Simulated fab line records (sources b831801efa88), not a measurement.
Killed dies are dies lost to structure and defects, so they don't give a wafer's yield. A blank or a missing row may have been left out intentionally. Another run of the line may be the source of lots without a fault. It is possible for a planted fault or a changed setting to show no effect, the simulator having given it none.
fab line records || flow sky130 || part 2 of 2: steps 29 to 37 of 37
record {"lots": 5, "wafers": 15, "lastDay": 50}
route steps=708 shown LDD_N@238 LDD_P@255 LDD_HVN@267
lots that met no fault: taken from a fault-free run of the same line
startH: the number of hours between the record's first day and the start of the first shown wafer of the lot || waitH: how many hours have passed since the lot's step before this one || " the same as in the row above || L1.1+2: a row that stands for several wafers || - value missing, or start not given || * or withheld: withheld || < > ~ a bound
route shown NAME@n: a module of which the file shows steps, and the number in the route of the first || usual: average and standard deviation across the fault-free wafers || same: alike in all rows || chamber/n: place in a boat || sites: readings site by site || _std_site: how widely they spread, as a standard deviation || _edge_site: mean of outer sites minus mean of inner sites || radiusMm: for every site, how far away it sits from the centre of the wafer || mask NAME#n: copy n || behind: the most recent tool/chamber to have shaped the wafer || hold: why the lot was held/for how many hours/how that ended || device: the n, p or np transistor that did not switch || end of line: the route-end tests of the same wafers || where a step has no rows: the recipe by itself || killed: not the wafer's yield, but the dies lost to structure and defects at the first sort || map: the dies of a wafer, with x for killed, . for not killed, _ for no die there
set.NAME: the setting as run; set.NAME@STEP: as run at that earlier step || model.NAME: the simulator's own value behind a step, which no gauge read
lots at selected steps of the route; one table per step, one row per wafer
services: a tool's chamber out of use, with start hour (startH, from the record's first day; less than 0 if before it), hours out, and reason
## steps
# step SKY_LDD_P_TW_MEAS_11
# usual {"LDD_P_TW": "630/4.9"}
{"lot.wafer": "L077.2", "tool": "filmMetro-03", "chamber": "-", "startH": 460.24, "waitH": 0.1, "LDD_P_TW": 626}
{"lot.wafer": "L077.3", "tool": "filmMetro-03", "chamber": "-", "startH": 460.24, "waitH": 0.1, "LDD_P_TW": 625}
{"lot.wafer": "L077.4", "tool": "filmMetro-03", "chamber": "-", "startH": 460.24, "waitH": 0.1, "LDD_P_TW": 627}
{"lot.wafer": "L085.2", "tool": "filmMetro-04", "chamber": "-", "startH": 530.78, "waitH": 0.1, "LDD_P_TW": 631}
{"lot.wafer": "L085.3", "tool": "filmMetro-04", "chamber": "-", "startH": 530.78, "waitH": 0.1, "LDD_P_TW": 630}
{"lot.wafer": "L085.4", "tool": "filmMetro-04", "chamber": "-", "startH": 530.78, "waitH": 0.1, "LDD_P_TW": 628}
{"lot.wafer": "L091.2", "tool": "filmMetro-04", "chamber": "-", "startH": 614.93, "waitH": 0.1, "LDD_P_TW": 630}
{"lot.wafer": "L091.4", "tool": "filmMetro-04", "chamber": "-", "startH": 614.93, "waitH": 0.1, "LDD_P_TW": 631}
{"lot.wafer": "L091.5", "tool": "filmMetro-04", "chamber": "-", "startH": 614.93, "waitH": 0.1, "LDD_P_TW": 626}
{"lot.wafer": "L097.2", "tool": "filmMetro-01", "chamber": "-", "startH": 628.33, "waitH": 0.1, "LDD_P_TW": 640}
{"lot.wafer": "L097.4", "tool": "filmMetro-01", "chamber": "-", "startH": 628.33, "waitH": 0.1, "LDD_P_TW": 636}
{"lot.wafer": "L097.5", "tool": "filmMetro-01", "chamber": "-", "startH": 628.33, "waitH": 0.1, "LDD_P_TW": 640}
{"lot.wafer": "L096.4", "tool": "filmMetro-03", "chamber": "-", "startH": 629.61, "waitH": 0.1, "LDD_P_TW": 624}
{"lot.wafer": "L096.5", "tool": "filmMetro-03", "chamber": "-", "startH": 629.61, "waitH": 0.1, "LDD_P_TW": 623}
{"lot.wafer": "L096.6", "tool": "filmMetro-03", "chamber": "-", "startH": 629.61, "waitH": 0.1, "LDD_P_TW": 623}
# step SKY_LDD_HVN_DEHYDRATE_00
# recipe {"tempC": 200, "timeS": 60}
# usual {"exhaustPa": "44.9/0.85", "plateTempC": "200.01/0.15", "resistLineTempC": "23.00/0.11"}
{"lot.wafer": "L077.2", "tool": "lithoTrack-03", "chamber": 0, "startH": 473.75, "waitH": 13.5, "exhaustPa": 46.0, "plateTempC": 200.15, "resistLineTempC": 22.94}
{"lot.wafer": "L077.3", "tool": "lithoTrack-03", "chamber": 0, "startH": 473.75, "waitH": 13.5, "exhaustPa": 44.4, "plateTempC": 199.87, "resistLineTempC": 22.93}
{"lot.wafer": "L077.4", "tool": "lithoTrack-03", "chamber": 0, "startH": 473.75, "waitH": 13.5, "exhaustPa": 44.1, "plateTempC": 199.94, "resistLineTempC": 23.01}
{"lot.wafer": "L085.2", "tool": "lithoTrack-02", "chamber": 0, "startH": 545.76, "waitH": 15.0, "exhaustPa": 46.0, "plateTempC": 199.99, "resistLineTempC": 22.82}
{"lot.wafer": "L085.3", "tool": "lithoTrack-02", "chamber": 0, "startH": 545.76, "waitH": 15.0, "exhaustPa": 45.1, "plateTempC": 200.00, "resistLineTempC": 22.85}
{"lot.wafer": "L085.4", "tool": "lithoTrack-02", "chamber": 0, "startH": 545.76, "waitH": 15.0, "exhaustPa": 45.0, "plateTempC": 199.98, "resistLineTempC": 22.95}
{"lot.wafer": "L091.2", "tool": "lithoTrack-03", "chamber": 0, "startH": 628.30, "waitH": 13.4, "exhaustPa": 44.9, "plateTempC": 199.89, "resistLineTempC": 22.84}
{"lot.wafer": "L091.4", "tool": "lithoTrack-03", "chamber": 0, "startH": 628.30, "waitH": 13.4, "exhaustPa": 45.0, "plateTempC": 199.99, "resistLineTempC": 22.95}
{"lot.wafer": "L091.5", "tool": "lithoTrack-03", "chamber": 0, "startH": 628.30, "waitH": 13.4, "exhaustPa": 45.4, "plateTempC": 200.01, "resistLineTempC": 23.01}
{"lot.wafer": "L097.2", "tool": "lithoTrack-03", "chamber": 0, "startH": 642.25, "waitH": 13.9, "exhaustPa": 45.6, "plateTempC": 199.86, "resistLineTempC": 23.15}
{"lot.wafer": "L097.4", "tool": "lithoTrack-03", "chamber": 0, "startH": 642.25, "waitH": 13.9, "exhaustPa": 44.2, "plateTempC": 199.93, "resistLineTempC": 23.01}
{"lot.wafer": "L097.5", "tool": "lithoTrack-03", "chamber": 0, "startH": 642.25, "waitH": 13.9, "exhaustPa": 44.6, "plateTempC": 199.90, "resistLineTempC": 23.04}
{"lot.wafer": "L096.4", "tool": "lithoTrack-04", "chamber": 0, "startH": 643.26, "waitH": 13.6, "exhaustPa": 46.2, "plateTempC": 200.02, "resistLineTempC": 23.01}
{"lot.wafer": "L096.5", "tool": "lithoTrack-04", "chamber": 0, "startH": 643.26, "waitH": 13.6, "exhaustPa": 44.4, "plateTempC": 200.13, "resistLineTempC": 23.18}
{"lot.wafer": "L096.6", "tool": "lithoTrack-04", "chamber": 0, "startH": 643.26, "waitH": 13.6, "exhaustPa": 45.2, "plateTempC": 199.96, "resistLineTempC": 22.98}
# step SKY_LDD_HVN_HMDS_01
# recipe {"primeTimeS": 60, "primeTempC": 120}
# usual {"exhaustPa": "45.1/0.8", "resistLineTempC": "22.99/0.11"}
{"lot.wafer": "L077.2", "tool": "lithoTrack-03", "chamber": 0, "startH": 473.90, "waitH": 0.1, "exhaustPa": 46.5, "resistLineTempC": 23.08}
{"lot.wafer": "L077.3", "tool": "lithoTrack-03", "chamber": 0, "startH": 473.90, "waitH": 0.1, "exhaustPa": 46.5, "resistLineTempC": 23.05}
{"lot.wafer": "L077.4", "tool": "lithoTrack-03", "chamber": 0, "startH": 473.90, "waitH": 0.1, "exhaustPa": 44.3, "resistLineTempC": 23.07}
{"lot.wafer": "L085.2", "tool": "lithoTrack-02", "chamber": 0, "startH": 545.91, "waitH": 0.1, "exhaustPa": 44.2, "resistLineTempC": 23.05}
{"lot.wafer": "L085.3", "tool": "lithoTrack-02", "chamber": 0, "startH": 545.91, "waitH": 0.1, "exhaustPa": 44.4, "resistLineTempC": 22.92}
{"lot.wafer": "L085.4", "tool": "lithoTrack-02", "chamber": 0, "startH": 545.91, "waitH": 0.1, "exhaustPa": 45.4, "resistLineTempC": 23.04}
{"lot.wafer": "L091.2", "tool": "lithoTrack-03", "chamber": 0, "startH": 628.45, "waitH": 0.1, "exhaustPa": 44.7, "resistLineTempC": 22.83}
{"lot.wafer": "L091.4", "tool": "lithoTrack-03", "chamber": 0, "startH": 628.45, "waitH": 0.1, "exhaustPa": 44.1, "resistLineTempC": 23.07}
{"lot.wafer": "L091.5", "tool": "lithoTrack-03", "chamber": 0, "startH": 628.45, "waitH": 0.1, "exhaustPa": 44.6, "resistLineTempC": 22.96}
{"lot.wafer": "L097.2", "tool": "lithoTrack-03", "chamber": 0, "startH": 642.40, "waitH": 0.1, "exhaustPa": 45.8, "resistLineTempC": 22.77}
{"lot.wafer": "L097.4", "tool": "lithoTrack-03", "chamber": 0, "startH": 642.40, "waitH": 0.1, "exhaustPa": 45.8, "resistLineTempC": 22.70}
{"lot.wafer": "L097.5", "tool": "lithoTrack-03", "chamber": 0, "startH": 642.40, "waitH": 0.1, "exhaustPa": 45.3, "resistLineTempC": 22.75}
{"lot.wafer": "L096.4", "tool": "lithoTrack-04", "chamber": 0, "startH": 643.41, "waitH": 0.1, "exhaustPa": 45.8, "resistLineTempC": 22.92}
{"lot.wafer": "L096.5", "tool": "lithoTrack-04", "chamber": 0, "startH": 643.41, "waitH": 0.1, "exhaustPa": 43.8, "resistLineTempC": 22.99}
{"lot.wafer": "L096.6", "tool": "lithoTrack-04", "chamber": 0, "startH": 643.41, "waitH": 0.1, "exhaustPa": 45.7, "resistLineTempC": 23.04}
# step SKY_LDD_HVN_COAT_02
# recipe {"resist": "NOVOLAK", "spinRpm": 3000, "resistThkNm": 300}
# usual {"exhaustPa": "45.0/0.87", "resistLineTempC": "22.99/0.11"}
{"lot.wafer": "L077.2", "tool": "lithoTrack-03", "chamber": 0, "startH": 474.05, "waitH": 0.1, "exhaustPa": 45.4, "resistLineTempC": 22.92}
{"lot.wafer": "L077.3", "tool": "lithoTrack-03", "chamber": 0, "startH": 474.05, "waitH": 0.1, "exhaustPa": 44.7, "resistLineTempC": 23.00}
{"lot.wafer": "L077.4", "tool": "lithoTrack-03", "chamber": 0, "startH": 474.05, "waitH": 0.1, "exhaustPa": 44.2, "resistLineTempC": 22.88}
{"lot.wafer": "L085.2", "tool": "lithoTrack-02", "chamber": 0, "startH": 546.06, "waitH": 0.1, "exhaustPa": 45.0, "resistLineTempC": 22.99}
{"lot.wafer": "L085.3", "tool": "lithoTrack-02", "chamber": 0, "startH": 546.06, "waitH": 0.1, "exhaustPa": 46.1, "resistLineTempC": 23.12}
{"lot.wafer": "L085.4", "tool": "lithoTrack-02", "chamber": 0, "startH": 546.06, "waitH": 0.1, "exhaustPa": 45.1, "resistLineTempC": 22.94}
{"lot.wafer": "L091.2", "tool": "lithoTrack-03", "chamber": 0, "startH": 628.60, "waitH": 0.1, "exhaustPa": 45.2, "resistLineTempC": 22.98}
{"lot.wafer": "L091.4", "tool": "lithoTrack-03", "chamber": 0, "startH": 628.60, "waitH": 0.1, "exhaustPa": 46.8, "resistLineTempC": 23.10}
{"lot.wafer": "L091.5", "tool": "lithoTrack-03", "chamber": 0, "startH": 628.60, "waitH": 0.1, "exhaustPa": 46.0, "resistLineTempC": 23.05}
{"lot.wafer": "L097.2", "tool": "lithoTrack-03", "chamber": 0, "startH": 642.55, "waitH": 0.1, "exhaustPa": 45.3, "resistLineTempC": 23.17}
{"lot.wafer": "L097.4", "tool": "lithoTrack-03", "chamber": 0, "startH": 642.55, "waitH": 0.1, "exhaustPa": 45.6, "resistLineTempC": 22.93}
{"lot.wafer": "L097.5", "tool": "lithoTrack-03", "chamber": 0, "startH": 642.55, "waitH": 0.1, "exhaustPa": 45.2, "resistLineTempC": 22.87}
{"lot.wafer": "L096.4", "tool": "lithoTrack-04", "chamber": 0, "startH": 643.56, "waitH": 0.1, "exhaustPa": 44.7, "resistLineTempC": 22.99}
{"lot.wafer": "L096.5", "tool": "lithoTrack-04", "chamber": 0, "startH": 643.56, "waitH": 0.1, "exhaustPa": 46.5, "resistLineTempC": 22.82}
{"lot.wafer": "L096.6", "tool": "lithoTrack-04", "chamber": 0, "startH": 643.56, "waitH": 0.1, "exhaustPa": 47.3, "resistLineTempC": 23.03}
# step SKY_LDD_HVN_SOFTBAKE_03
# recipe {"tempC": 90, "timeS": 60, "resist": "NOVOLAK"}
# usual {"exhaustPa": "45.3/0.87", "plateTempC": "89.96/0.13", "resistLineTempC": "22.98/0.096"}
{"lot.wafer": "L077.2", "tool": "lithoTrack-03", "chamber": 0, "startH": 474.20, "waitH": 0.1, "exhaustPa": 45.9, "plateTempC": 89.90, "resistLineTempC": 22.82}
{"lot.wafer": "L077.3", "tool": "lithoTrack-03", "chamber": 0, "startH": 474.20, "waitH": 0.1, "exhaustPa": 46.1, "plateTempC": 90.02, "resistLineTempC": 22.90}
{"lot.wafer": "L077.4", "tool": "lithoTrack-03", "chamber": 0, "startH": 474.20, "waitH": 0.1, "exhaustPa": 45.3, "plateTempC": 89.87, "resistLineTempC": 22.91}
{"lot.wafer": "L085.2", "tool": "lithoTrack-02", "chamber": 0, "startH": 546.21, "waitH": 0.1, "exhaustPa": 45.1, "plateTempC": 90.00, "resistLineTempC": 23.05}
{"lot.wafer": "L085.3", "tool": "lithoTrack-02", "chamber": 0, "startH": 546.21, "waitH": 0.1, "exhaustPa": 45.2, "plateTempC": 89.94, "resistLineTempC": 22.88}
{"lot.wafer": "L085.4", "tool": "lithoTrack-02", "chamber": 0, "startH": 546.21, "waitH": 0.1, "exhaustPa": 45.8, "plateTempC": 89.84, "resistLineTempC": 22.73}
{"lot.wafer": "L091.2", "tool": "lithoTrack-03", "chamber": 0, "startH": 628.75, "waitH": 0.1, "exhaustPa": 43.8, "plateTempC": 89.93, "resistLineTempC": 22.92}
{"lot.wafer": "L091.4", "tool": "lithoTrack-03", "chamber": 0, "startH": 628.75, "waitH": 0.1, "exhaustPa": 44.3, "plateTempC": 90.13, "resistLineTempC": 23.13}
{"lot.wafer": "L091.5", "tool": "lithoTrack-03", "chamber": 0, "startH": 628.75, "waitH": 0.1, "exhaustPa": 44.1, "plateTempC": 89.83, "resistLineTempC": 22.83}
{"lot.wafer": "L097.2", "tool": "lithoTrack-03", "chamber": 0, "startH": 642.70, "waitH": 0.1, "exhaustPa": 46.0, "plateTempC": 89.81, "resistLineTempC": 22.94}
{"lot.wafer": "L097.4", "tool": "lithoTrack-03", "chamber": 0, "startH": 642.70, "waitH": 0.1, "exhaustPa": 46.8, "plateTempC": 89.91, "resistLineTempC": 22.85}
{"lot.wafer": "L097.5", "tool": "lithoTrack-03", "chamber": 0, "startH": 642.70, "waitH": 0.1, "exhaustPa": 47.4, "plateTempC": 89.97, "resistLineTempC": 22.96}
{"lot.wafer": "L096.4", "tool": "lithoTrack-04", "chamber": 0, "startH": 643.71, "waitH": 0.1, "exhaustPa": 44.2, "plateTempC": 90.04, "resistLineTempC": 23.10}
{"lot.wafer": "L096.5", "tool": "lithoTrack-04", "chamber": 0, "startH": 643.71, "waitH": 0.1, "exhaustPa": 44.0, "plateTempC": 89.89, "resistLineTempC": 23.02}
{"lot.wafer": "L096.6", "tool": "lithoTrack-04", "chamber": 0, "startH": 643.71, "waitH": 0.1, "exhaustPa": 44.1, "plateTempC": 89.88, "resistLineTempC": 23.09}
# step SKY_LDD_HVN_EXPOSE_04
# recipe {"maskId": "HVNTM", "na": 0.6, "sourceShape": "conventional", "sigmaOuter": 0.6, "polarization": "unpolarized", "targetCdNm": 700, "doseMj": 127}
{"lot.wafer": "L077.2+3+4", "tool": "ilineStepper-01", "chamber": 0, "startH": "-", "waitH": "-", "mask": "HVNTM#0"}
{"lot.wafer": "L085.2+3+4", "tool": "ilineStepper-01", "chamber": 0, "startH": "-", "waitH": "-", "mask": "HVNTM#0"}
{"lot.wafer": "L091.2+4+5", "tool": "ilineStepper-02", "chamber": 0, "startH": "-", "waitH": "-", "mask": "HVNTM#0"}
{"lot.wafer": "L097.2+4+5", "tool": "ilineStepper-02", "chamber": 0, "startH": "-", "waitH": "-", "mask": "HVNTM#0"}
{"lot.wafer": "L096.4+5+6", "tool": "ilineStepper-01", "chamber": 0, "startH": "-", "waitH": "-", "mask": "HVNTM#0"}
# step SKY_LDD_HVN_PEB_05
# recipe {"tempC": "withheld", "timeS": "*", "resist": "NOVOLAK"}
# usual {"exhaustPa": "45.0/0.96", "resistLineTempC": "*"}
{"lot.wafer": "L077.2", "tool": "lithoTrack-03", "chamber": 0, "startH": "-", "waitH": "-", "exhaustPa": 45.8, "resistLineTempC": "*"}
{"lot.wafer": "L077.3", "tool": "lithoTrack-03", "chamber": 0, "startH": "-", "waitH": "-", "exhaustPa": 44.7, "resistLineTempC": "*"}
{"lot.wafer": "L077.4", "tool": "lithoTrack-03", "chamber": 0, "startH": "-", "waitH": "-", "exhaustPa": 45.0, "resistLineTempC": "*"}
{"lot.wafer": "L085.2", "tool": "lithoTrack-03", "chamber": 0, "startH": "-", "waitH": "-", "exhaustPa": 44.6, "resistLineTempC": "*"}
{"lot.wafer": "L085.3", "tool": "lithoTrack-03", "chamber": 0, "startH": "-", "waitH": "-", "exhaustPa": 44.7, "resistLineTempC": "*"}
{"lot.wafer": "L085.4", "tool": "lithoTrack-03", "chamber": 0, "startH": "-", "waitH": "-", "exhaustPa": 45.0, "resistLineTempC": "*"}
{"lot.wafer": "L091.2", "tool": "lithoTrack-02", "chamber": 0, "startH": "-", "waitH": "-", "exhaustPa": 43.7, "resistLineTempC": "*"}
{"lot.wafer": "L091.4", "tool": "lithoTrack-02", "chamber": 0, "startH": "-", "waitH": "-", "exhaustPa": 44.6, "resistLineTempC": "*"}
{"lot.wafer": "L091.5", "tool": "lithoTrack-02", "chamber": 0, "startH": "-", "waitH": "-", "exhaustPa": 44.6, "resistLineTempC": "*"}
{"lot.wafer": "L097.2", "tool": "lithoTrack-02", "chamber": 0, "startH": "-", "waitH": "-", "exhaustPa": 47.6, "resistLineTempC": "*"}
{"lot.wafer": "L097.4", "tool": "lithoTrack-02", "chamber": 0, "startH": "-", "waitH": "-", "exhaustPa": 45.9, "resistLineTempC": "*"}
{"lot.wafer": "L097.5", "tool": "lithoTrack-02", "chamber": 0, "startH": "-", "waitH": "-", "exhaustPa": 45.8, "resistLineTempC": "*"}
{"lot.wafer": "L096.4", "tool": "lithoTrack-04", "chamber": 0, "startH": "-", "waitH": "-", "exhaustPa": 43.4, "resistLineTempC": "*"}
{"lot.wafer": "L096.5", "tool": "lithoTrack-04", "chamber": 0, "startH": "-", "waitH": "-", "exhaustPa": 45.2, "resistLineTempC": "*"}
{"lot.wafer": "L096.6", "tool": "lithoTrack-04", "chamber": 0, "startH": "-", "waitH": "-", "exhaustPa": 43.4, "resistLineTempC": "*"}
# step SKY_LDD_HVN_DEVELOP_06
# recipe {"resist": "NOVOLAK", "developer": "TMAH", "developTimeS": 60, "devTempC": 23}
# usual {"exhaustPa": "45.1/0.86", "resistLineTempC": "22.99/0.11"}
{"lot.wafer": "L077.2", "tool": "lithoTrack-03", "chamber": 0, "startH": 489.75, "waitH": 0.1, "exhaustPa": 46.5, "resistLineTempC": 23.08}
{"lot.wafer": "L077.3", "tool": "lithoTrack-03", "chamber": 0, "startH": 489.75, "waitH": 0.1, "exhaustPa": 46.0, "resistLineTempC": 23.05}
{"lot.wafer": "L077.4", "tool": "lithoTrack-03", "chamber": 0, "startH": 489.75, "waitH": 0.1, "exhaustPa": 45.8, "resistLineTempC": 23.12}
{"lot.wafer": "L085.2", "tool": "lithoTrack-03", "chamber": 0, "startH": 560.60, "waitH": 0.1, "exhaustPa": 43.2, "resistLineTempC": 22.92}
{"lot.wafer": "L085.3", "tool": "lithoTrack-03", "chamber": 0, "startH": 560.60, "waitH": 0.1, "exhaustPa": 44.9, "resistLineTempC": 23.08}
{"lot.wafer": "L085.4", "tool": "lithoTrack-03", "chamber": 0, "startH": 560.60, "waitH": 0.1, "exhaustPa": 44.4, "resistLineTempC": 22.89}
{"lot.wafer": "L091.2", "tool": "lithoTrack-02", "chamber": 0, "startH": 643.06, "waitH": 0.1, "exhaustPa": 46.4, "resistLineTempC": 22.82}
{"lot.wafer": "L091.4", "tool": "lithoTrack-02", "chamber": 0, "startH": 643.06, "waitH": 0.1, "exhaustPa": 46.0, "resistLineTempC": 22.90}
{"lot.wafer": "L091.5", "tool": "lithoTrack-02", "chamber": 0, "startH": 643.06, "waitH": 0.1, "exhaustPa": 46.4, "resistLineTempC": 22.94}
{"lot.wafer": "L097.2", "tool": "lithoTrack-02", "chamber": 0, "startH": 656.46, "waitH": 0.1, "exhaustPa": 45.0, "resistLineTempC": 22.87}
{"lot.wafer": "L097.4", "tool": "lithoTrack-02", "chamber": 0, "startH": 656.46, "waitH": 0.1, "exhaustPa": 44.3, "resistLineTempC": 22.92}
{"lot.wafer": "L097.5", "tool": "lithoTrack-02", "chamber": 0, "startH": 656.46, "waitH": 0.1, "exhaustPa": 45.1, "resistLineTempC": 22.98}
{"lot.wafer": "L096.4", "tool": "lithoTrack-04", "chamber": 0, "startH": 657.66, "waitH": 0.1, "exhaustPa": 45.1, "resistLineTempC": 22.78}
{"lot.wafer": "L096.5", "tool": "lithoTrack-04", "chamber": 0, "startH": 657.66, "waitH": 0.1, "exhaustPa": 45.2, "resistLineTempC": 22.84}
{"lot.wafer": "L096.6", "tool": "lithoTrack-04", "chamber": 0, "startH": 657.66, "waitH": 0.1, "exhaustPa": 45.7, "resistLineTempC": 22.87}
# step SKY_LDD_HVN_OVL_MEAS_07
# usual {"LDD_HVN_OVL": "1.0/1.5"}
{"lot.wafer": "L077.2", "tool": "overlay-01", "chamber": "-", "startH": 489.88, "waitH": 0.1, "LDD_HVN_OVL[nm]": -1.5}
{"lot.wafer": "L077.3", "tool": "overlay-01", "chamber": "-", "startH": 489.88, "waitH": 0.1, "LDD_HVN_OVL[nm]": -2.8}
{"lot.wafer": "L077.4", "tool": "overlay-01", "chamber": "-", "startH": 489.88, "waitH": 0.1, "LDD_HVN_OVL[nm]": -0.8}
{"lot.wafer": "L085.2", "tool": "overlay-01", "chamber": "-", "startH": 560.73, "waitH": 0.1, "LDD_HVN_OVL[nm]": -1.8}
{"lot.wafer": "L085.3", "tool": "overlay-01", "chamber": "-", "startH": 560.73, "waitH": 0.1, "LDD_HVN_OVL[nm]": -0.9}
{"lot.wafer": "L085.4", "tool": "overlay-01", "chamber": "-", "startH": 560.73, "waitH": 0.1, "LDD_HVN_OVL[nm]": -1.4}
{"lot.wafer": "L091.2", "tool": "overlay-02", "chamber": "-", "startH": 643.19, "waitH": 0.1, "LDD_HVN_OVL[nm]": 0.0}
{"lot.wafer": "L091.4", "tool": "overlay-02", "chamber": "-", "startH": 643.19, "waitH": 0.1, "LDD_HVN_OVL[nm]": 0.7}
{"lot.wafer": "L091.5", "tool": "overlay-02", "chamber": "-", "startH": 643.19, "waitH": 0.1, "LDD_HVN_OVL[nm]": 0.6}
{"lot.wafer": "L097.2", "tool": "overlay-01", "chamber": "-", "startH": 656.59, "waitH": 0.1, "LDD_HVN_OVL[nm]": 0.9}
{"lot.wafer": "L097.4", "tool": "overlay-01", "chamber": "-", "startH": 656.59, "waitH": 0.1, "LDD_HVN_OVL[nm]": 1.4}
{"lot.wafer": "L097.5", "tool": "overlay-01", "chamber": "-", "startH": 656.59, "waitH": 0.1, "LDD_HVN_OVL[nm]": 1.6}
{"lot.wafer": "L096.4", "tool": "overlay-02", "chamber": "-", "startH": 657.75, "waitH": 0.1, "LDD_HVN_OVL[nm]": 0.1}
{"lot.wafer": "L096.5", "tool": "overlay-02", "chamber": "-", "startH": 657.75, "waitH": 0.1, "LDD_HVN_OVL[nm]": 1.1}
{"lot.wafer": "L096.6", "tool": "overlay-02", "chamber": "-", "startH": 657.75, "waitH": 0.1, "LDD_HVN_OVL[nm]": 1.2}
## services
{"tool": "plasmaAsher-02", "chamber": "-", "startH": 401.10, "hours": 14.6, "kind": "pm"}
{"tool": "ilineStepper-01", "chamber": "-", "startH": 426.89, "hours": 1.7, "kind": "pm"}
{"tool": "implanter-03", "chamber": "-", "startH": 448.04, "hours": 2.3, "kind": "repair"}
{"tool": "implanter-01", "chamber": "-", "startH": 458.83, "hours": 3.9, "kind": "pm"}
{"tool": "implanter-01", "chamber": "-", "startH": 465.66, "hours": 1.9, "kind": "repair"}
{"tool": "implanter-01", "chamber": "-", "startH": 475.41, "hours": 2.3, "kind": "repair"}
{"tool": "plasmaAsher-02", "chamber": "-", "startH": 493.98, "hours": 0.4, "kind": "repair"}
{"tool": "ilineStepper-02", "chamber": "-", "startH": 497.33, "hours": 1.7, "kind": "pm"}
{"tool": "ilineStepper-02", "chamber": "-", "startH": 511.53, "hours": 4.5, "kind": "repair"}
{"tool": "implanter-03", "chamber": "-", "startH": 519.81, "hours": 1.3, "kind": "repair"}
{"tool": "ilineStepper-02", "chamber": "-", "startH": 526.30, "hours": 10.4, "kind": "repair"}
{"tool": "implanter-03", "chamber": "-", "startH": 526.37, "hours": 4.8, "kind": "pm"}
{"tool": "implanter-04", "chamber": "-", "startH": 534.57, "hours": 20.2, "kind": "pm"}
{"tool": "implanter-03", "chamber": "-", "startH": 535.22, "hours": 10.3, "kind": "repair"}
{"tool": "ilineStepper-01", "chamber": "-", "startH": 538.37, "hours": 2.1, "kind": "repair"}
{"tool": "implanter-04", "chamber": "-", "startH": 560.26, "hours": 3.0, "kind": "repair"}
{"tool": "implanter-01", "chamber": "-", "startH": 571.00, "hours": 4.6, "kind": "repair"}
{"tool": "implanter-03", "chamber": "-", "startH": 578.52, "hours": 2.5, "kind": "repair"}
{"tool": "implanter-03", "chamber": "-", "startH": 581.04, "hours": 8.9, "kind": "pm"}
{"tool": "implanter-03", "chamber": "-", "startH": 589.99, "hours": 2.4, "kind": "pm"}
{"tool": "implanter-01", "chamber": "-", "startH": 610.38, "hours": 1.0, "kind": "repair"}
{"tool": "implanter-04", "chamber": "-", "startH": 621.77, "hours": 2.0, "kind": "repair"}
{"tool": "plasmaAsher-02", "chamber": "-", "startH": 638.71, "hours": 1.4, "kind": "repair"}
{"tool": "ilineStepper-01", "chamber": "-", "startH": 645.07, "hours": 1.7, "kind": "pm"}
